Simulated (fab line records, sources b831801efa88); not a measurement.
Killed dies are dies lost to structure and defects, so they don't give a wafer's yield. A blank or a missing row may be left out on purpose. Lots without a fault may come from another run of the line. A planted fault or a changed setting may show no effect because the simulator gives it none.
Which tool did it? | flow sky130 | 11 lots, 32 wafers sampled, at 5 steps of a route of 708

WHAT THE GAUGES READ, wafer by wafer
SKY_VIA2_BOW_MEAS_03. Usual: VIA2_BOW 86 um, standard deviation 7.4.
lot  | measured     | on            | VIA2_BOW (um) | flag
L230 | day 36 03:09 | film_metro-01 | 74 89 83      |
L231 | day 36 04:25 | film_metro-01 | 88 92 81      |
L233 | day 36 21:18 | film_metro-02 | 90 92         |
L240 | day 39 03:53 | film_metro-04 | 91 93 93      |
L242 | day 39 11:50 | film_metro-02 | 93 88 94      |
L245 | day 40 09:46 | film_metro-02 | 87 83 94      |
L247 | day 41 04:22 | film_metro-01 | 84 94 87      |
L248 | day 41 07:40 | film_metro-02 | 81 80 83      |
L249 | day 41 11:11 | film_metro-04 | 85 82 80      |
L250 | day 41 19:23 | film_metro-01 | 91 89 95      |
L251 | day 42 00:03 | film_metro-02 | 84 97 88      |

SKY_VIA2_RS_MEAS_22: measures by four-point-probe. Usual: VIA2_W_RS 0.273 ohm/sq, standard deviation 0.0033.
lot  | measured     | on            | VIA2_W_RS (ohm/sq) | flag
L230 | day 37 05:59 | film_metro-04 | 0.267 0.197 0.273  | OFF
L231 | day 37 07:20 | film_metro-04 | 0.197 0.270 0.274  | OFF
L233 | day 38 00:22 | film_metro-02 | 0.193 0.267        | OFF
L240 | day 40 06:05 | film_metro-04 | 0.272 0.275 0.272  |
L242 | day 40 13:31 | film_metro-02 | 0.271 0.273 0.272  |
L245 | day 41 10:47 | film_metro-02 | 0.279 0.274 0.274  |
L247 | day 42 05:41 | film_metro-02 | 0.276 0.274 0.274  |
L248 | day 42 08:40 | film_metro-04 | 0.270 0.263 0.267  |
L249 | day 42 12:20 | film_metro-04 | 0.270 0.278 0.273  |
L250 | day 42 19:49 | film_metro-04 | 0.268 0.274 0.269  |
L251 | day 43 00:29 | film_metro-04 | 0.274 0.274 0.275  |

SKY_VIA2_THK_MEAS_23: measures by xrf. Usual: VIA2_W_THK 410 nm, standard deviation 7.7.
lot  | measured     | on            | VIA2_W_THK (nm) | flag
L230 | day 37 06:05 | film_metro-04 | 427 568 417     | OFF
L231 | day 37 07:27 | film_metro-04 | 567 423 416     | OFF
L233 | day 38 00:28 | film_metro-02 | 567 415         | OFF
L240 | day 40 06:11 | film_metro-04 | 419 414 419     |
L242 | day 40 13:38 | film_metro-02 | 409 407 407     |
L245 | day 41 10:55 | film_metro-02 | 396 405 404     |
L247 | day 42 05:49 | film_metro-02 | 402 405 404     |
L248 | day 42 08:47 | film_metro-04 | 418 428 421     |
L249 | day 42 12:27 | film_metro-04 | 419 405 411     |
L250 | day 42 19:55 | film_metro-04 | 417 413 420     |
L251 | day 43 00:37 | film_metro-04 | 412 411 410     |

WHICH TOOL RAN EACH LOT (tool, then ch and the chambers of the sampled wafers, then the start)
lot  | SKY_METAL2_METAL_ETCH_19          | SKY_VIA2_CVD_21
L230 | rie_metal-03 ch 0,1, day 36 01:57 | cvd_w-01 ch 0,1, day 37 05:51
L231 | rie_metal-01 ch 0,1, day 36 03:14 | cvd_w-01 ch 0,1, day 37 07:12
L233 | rie_metal-03 ch 1, day 36 20:04   | cvd_w-01 ch 0, day 38 00:13
L240 | rie_metal-01 ch 0,1, day 39 02:16 | cvd_w-02 ch 0,1, day 40 05:56
L242 | rie_metal-04 ch 0,1, day 39 10:38 | cvd_w-02 ch 0,1, day 40 13:23
L245 | rie_metal-04 ch 0,1, day 40 08:35 | cvd_w-01 ch 0,1, day 41 10:40
L247 | rie_metal-03 ch 0, day 41 03:01   | cvd_w-02 ch 0,1, day 42 05:34
L248 | rie_metal-04 ch 0,1, day 41 06:23 | cvd_w-01 ch 0,1, day 42 08:32
L249 | rie_metal-01 ch 0,1, day 41 09:31 | cvd_w-02 ch 0,1, day 42 12:12
L250 | rie_metal-04 ch 0,1, day 41 18:12 | cvd_w-01 ch 0,1, day 42 19:41
L251 | rie_metal-03 ch 0,1, day 41 22:52 | cvd_w-02 ch 0,1, day 43 00:21
- SKY_METAL2_METAL_ETCH_19: etches the open film in Cl2/BCl3, stops on SiO2, target depth 360 nm, time 78 s.
- SKY_VIA2_CVD_21: deposits W, target thk 420 nm, time 126.4 s.

WHAT THE TOOLS THEMSELVES READ (means of the sampled wafers that have a number; where no wafer has one, the mark that the record gives instead)
SKY_METAL2_METAL_ETCH_19. Usual: drypump_motor_current_A 5.8 A, standard deviation 0.49; oes_product_au 0.857 a.u., standard deviation 0.0058; throttle_valve_pct 22.264 %, standard deviation 0.0088.
lot  | tool         | drypump_motor_current_A (A) | oes_product_au (a.u.) | throttle_valve_pct (%) | flag
L230 | rie_metal-03 | 5.7                         | 0.860                 | 22.254                 |
L231 | rie_metal-01 | 6.2                         | 0.859                 | 22.266                 |
L233 | rie_metal-03 | 6.0                         | 0.859                 | 22.266                 |
L240 | rie_metal-01 | 6.2                         | 0.856                 | 22.267                 |
L242 | rie_metal-04 | 6.1                         | 0.858                 | 22.260                 |
L245 | rie_metal-04 | 5.7                         | 0.856                 | 22.253                 |
L247 | rie_metal-03 | 5.2                         | 0.861                 | 22.258                 |
L248 | rie_metal-04 | 5.7                         | 0.858                 | 22.251                 |
L249 | rie_metal-01 | 6.2                         | 0.857                 | 22.261                 |
L250 | rie_metal-04 | 5.7                         | 0.862                 | 22.267                 |
L251 | rie_metal-03 | 5.7                         | 0.858                 | 22.261                 |

SKY_VIA2_CVD_21. Usual: heater_power_w 852 W, standard deviation 93.
lot  | tool     | heater_power_w (W) | flag
L230 | cvd_w-01 | 858                |
L231 | cvd_w-01 | 864                |
L233 | cvd_w-01 | 808                |
L240 | cvd_w-02 | 912                |
L242 | cvd_w-02 | 829                |
L245 | cvd_w-01 | 803                |
L247 | cvd_w-02 | 848                |
L248 | cvd_w-01 | 805                |
L249 | cvd_w-02 | 901                |
L250 | cvd_w-01 | 798                |
L251 | cvd_w-02 | 895                |

THE ANSWER, worked out from the rows above alone
Rule: a lot is off if the mean of its wafers that have a number lies more than 3 standard deviations from the usual mean. A lot without any number at a reading at which 4 lots or more have one is off too. The other lots that the step has rows for count as sound. The gauges are gone through in route order, then the tools' own readings, and for those a lot's mean is taken as printed above. The first step at which some lot is off is used, and at that step the reading that is off furthest; a lot without a number counts as furthest.
Off: L230, L231, L233, at SKY_VIA2_RS_MEAS_22 (VIA2_W_RS).
A tool fits if, at a process step before that reading, it ran every lot that is off, and no sound lot after the first of them. The gauges at SKY_VIA2_RS_MEAS_22 are tried like those tools. None of those tried fits.

WHAT THE SIMULATOR HAD PUT IN
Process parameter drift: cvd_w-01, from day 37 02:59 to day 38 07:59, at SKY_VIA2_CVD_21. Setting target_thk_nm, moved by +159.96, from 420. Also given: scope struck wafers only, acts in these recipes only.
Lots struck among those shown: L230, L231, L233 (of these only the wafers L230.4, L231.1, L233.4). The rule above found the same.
